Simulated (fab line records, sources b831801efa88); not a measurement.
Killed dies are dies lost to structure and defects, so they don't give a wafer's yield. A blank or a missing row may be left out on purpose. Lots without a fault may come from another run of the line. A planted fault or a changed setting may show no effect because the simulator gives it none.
Which tool did it? | flow sky130 | 12 lots, 36 wafers sampled, at 5 steps of a route of 708

WHAT THE GAUGES READ, wafer by wafer
SKY_VIA3_THK_MEAS_01.
lot  | measured     | on            | VIA3_HDPCVD_THK (nm)
L825 | day 39 03:31 | film_metro-02 | 1640 1649 1680
L826 | day 39 05:55 | film_metro-02 | 1651 1656 1651
L828 | day 40 03:38 | film_metro-03 | 1625 1671 1629
L830 | day 40 13:54 | film_metro-04 | 1653 1506 1506
L829 | day 40 12:59 | film_metro-04 | 1624 1516 1510
L832 | day 40 23:31 | film_metro-02 | 1660 1653 1667
L841 | day 43 00:38 | film_metro-03 | 1613 1612 1605
L844 | day 43 20:44 | film_metro-03 | 1614 1653 1635
L845 | day 44 01:22 | film_metro-04 | 1634 1647 1662
L846 | day 44 14:45 | film_metro-02 | 1613 1630 1650
L847 | day 44 14:56 | film_metro-03 | 1613 1612 1603
L848 | day 44 20:23 | film_metro-04 | 1657 1635 1643

SKY_VIA3_THK_MEAS_23: measures by xrf.
lot  | measured     | on            | VIA3_W_THK (nm)
L825 | day 40 05:05 | film_metro-03 | 399 395 394
L826 | day 40 08:08 | film_metro-03 | 407 403 399
L828 | day 41 05:49 | film_metro-02 | 408 399 411
L830 | day 41 16:20 | film_metro-04 | 394 394 391
L829 | day 41 14:50 | film_metro-04 | 392 391 395
L832 | day 42 01:09 | film_metro-03 | 391 391 395
L841 | day 44 00:30 | film_metro-04 | 395 400 396
L844 | day 44 20:10 | film_metro-04 | 398 407 410
L845 | day 45 01:09 | film_metro-03 | 395 396 403
L846 | day 45 13:26 | film_metro-03 | 392 390 394
L847 | day 45 14:04 | film_metro-03 | 392 394 397
L848 | day 45 20:07 | film_metro-02 | 394 396 396

WHICH TOOL RAN EACH LOT (tool, then ch and the chambers of the sampled wafers, then the start)
lot  | SKY_VIA2_SPUTTER_20          | SKY_METAL3_ETCH_17                 | SKY_VIA3_HDPCVD_00
L825 | pvd_sputter-03, day 36 22:25 | rie_diel-02 ch 0,2, day 39 02:21   | hdpcvd-01 ch 0,1,2, day 39 03:20
L826 | pvd_sputter-04, day 37 01:13 | rie_diel-01 ch 1,2, day 39 04:54   | hdpcvd-01 ch 1,2, day 39 05:44
L828 | pvd_sputter-04, day 37 23:45 | rie_diel-02 ch 0,1,2, day 40 02:40 | hdpcvd-02 ch 1,2, day 40 03:28
L830 | pvd_sputter-02, day 38 09:46 | rie_diel-02 ch 1,2,3, day 40 12:57 | hdpcvd-02 ch 0,1, day 40 13:44
L829 | pvd_sputter-03, day 38 09:50 | rie_diel-04 ch 0,2, day 40 12:01   | hdpcvd-02 ch 0,1,2, day 40 12:49
L832 | pvd_sputter-02, day 38 18:58 | rie_diel-01 ch 0,1,2, day 40 22:33 | hdpcvd-01 ch 0,1,2, day 40 23:20
L841 | pvd_sputter-02, day 40 22:53 | rie_diel-02 ch 1,2,3, day 42 23:40 | hdpcvd-01 ch 1,2, day 43 00:28
L844 | pvd_sputter-04, day 41 20:05 | rie_diel-02 ch 1,3, day 43 19:45   | hdpcvd-01 ch 0,2, day 43 20:35
L845 | pvd_sputter-02, day 42 00:27 | rie_diel-04 ch 1,3, day 44 00:17   | hdpcvd-02 ch 0,2, day 44 01:11
L846 | pvd_sputter-03, day 42 13:40 | rie_diel-04 ch 0,1,3, day 44 13:48 | hdpcvd-02 ch 1,2, day 44 14:35
L847 | pvd_sputter-02, day 42 14:50 | rie_diel-02 ch 1,2,3, day 44 13:59 | hdpcvd-01 ch 1,2, day 44 14:46
L848 | pvd_sputter-02, day 42 21:23 | rie_diel-01 ch 0,1,3, day 44 19:26 | hdpcvd-02 ch 0,1, day 44 20:13
- SKY_VIA2_SPUTTER_20: material TiN, target thk 20 nm, time 80 s.
- SKY_METAL3_ETCH_17: etches SiO2 in C4F8/O2/Ar, stops on TiN, time 3.9 s, target depth 15 nm.
- SKY_VIA3_HDPCVD_00: deposits SiO2, target thk 1635 nm, time 272.5 s.

WHAT THE TOOLS THEMSELVES READ (means of the sampled wafers that have a number; where no wafer has one, the mark that the record gives instead)
SKY_VIA2_SPUTTER_20.
lot  | tool           | throttle_valve_pct (%)
L825 | pvd_sputter-03 | 30.3
L826 | pvd_sputter-04 | 28.8
L828 | pvd_sputter-04 | 29.0
L830 | pvd_sputter-02 | 32.1
L829 | pvd_sputter-03 | 29.4
L832 | pvd_sputter-02 | 31.9
L841 | pvd_sputter-02 | 31.9
L844 | pvd_sputter-04 | 29.4
L845 | pvd_sputter-02 | 30.8
L846 | pvd_sputter-03 | 29.2
L847 | pvd_sputter-02 | 31.0
L848 | pvd_sputter-02 | 31.1

SKY_METAL3_ETCH_17.
lot  | tool        | oes_product_au (a.u.)
L825 | rie_diel-02 | 0.755
L826 | rie_diel-01 | 0.748
L828 | rie_diel-02 | 0.744
L830 | rie_diel-02 | 0.756
L829 | rie_diel-04 | 0.750
L832 | rie_diel-01 | 0.746
L841 | rie_diel-02 | 0.747
L844 | rie_diel-02 | 0.748
L845 | rie_diel-04 | 0.752
L846 | rie_diel-04 | 0.747
L847 | rie_diel-02 | 0.749
L848 | rie_diel-01 | 0.754

SKY_VIA3_HDPCVD_00.
lot  | tool      | pressure_mtorr (mTorr) | run_length_s (s)
L825 | hdpcvd-01 | 5.998                  | 300.8
L826 | hdpcvd-01 | 5.989                  | 300.9
L828 | hdpcvd-02 | 6.009                  | 299.8
L830 | hdpcvd-02 | 6.003                  | 285.1
L829 | hdpcvd-02 | 6.008                  | 285.1
L832 | hdpcvd-01 | 6.002                  | 301.0
L841 | hdpcvd-01 | 6.007                  | 300.9
L844 | hdpcvd-01 | 5.996                  | 301.1
L845 | hdpcvd-02 | 5.986                  | 300.1
L846 | hdpcvd-02 | 5.991                  | 300.2
L847 | hdpcvd-01 | 5.990                  | 301.2
L848 | hdpcvd-02 | 6.003                  | 300.1

THE ANSWER, worked out from the rows above alone
Rule: what is usual is taken from the lots themselves. Put in order of their means at a reading, lots are off if they are a third of the lots or fewer, leave a main group of 4 or more, and stand apart from it by a gap of 3 or more times the standard deviation of the main group's means; of several such gaps the widest counts. A main group whose means are all the same, to the digits that the tables above print for the reading, isn't used. A lot without any number at a reading at which 4 lots or more have one is off too. The other lots that the step has rows for count as sound. The gauges are gone through in route order, then the tools' own readings, and for those a lot's mean is taken as printed above. The first step at which some lot is off is used, and at that step the reading that is off furthest; a lot without a number counts as furthest.
Off: L830, L829, at SKY_VIA3_THK_MEAS_01 (VIA3_HDPCVD_THK). The main group: mean 1639 nm, standard deviation 17.
A tool fits if, at a process step before that reading, it ran every lot that is off, and no sound lot after the first of them. The gauges at SKY_VIA3_THK_MEAS_01 aren't tried: what is off there is off at SKY_VIA3_HDPCVD_00 too, on other tools, and a gauge's error can't cause that. None of those tried fits.

WHAT THE SIMULATOR HAD PUT IN
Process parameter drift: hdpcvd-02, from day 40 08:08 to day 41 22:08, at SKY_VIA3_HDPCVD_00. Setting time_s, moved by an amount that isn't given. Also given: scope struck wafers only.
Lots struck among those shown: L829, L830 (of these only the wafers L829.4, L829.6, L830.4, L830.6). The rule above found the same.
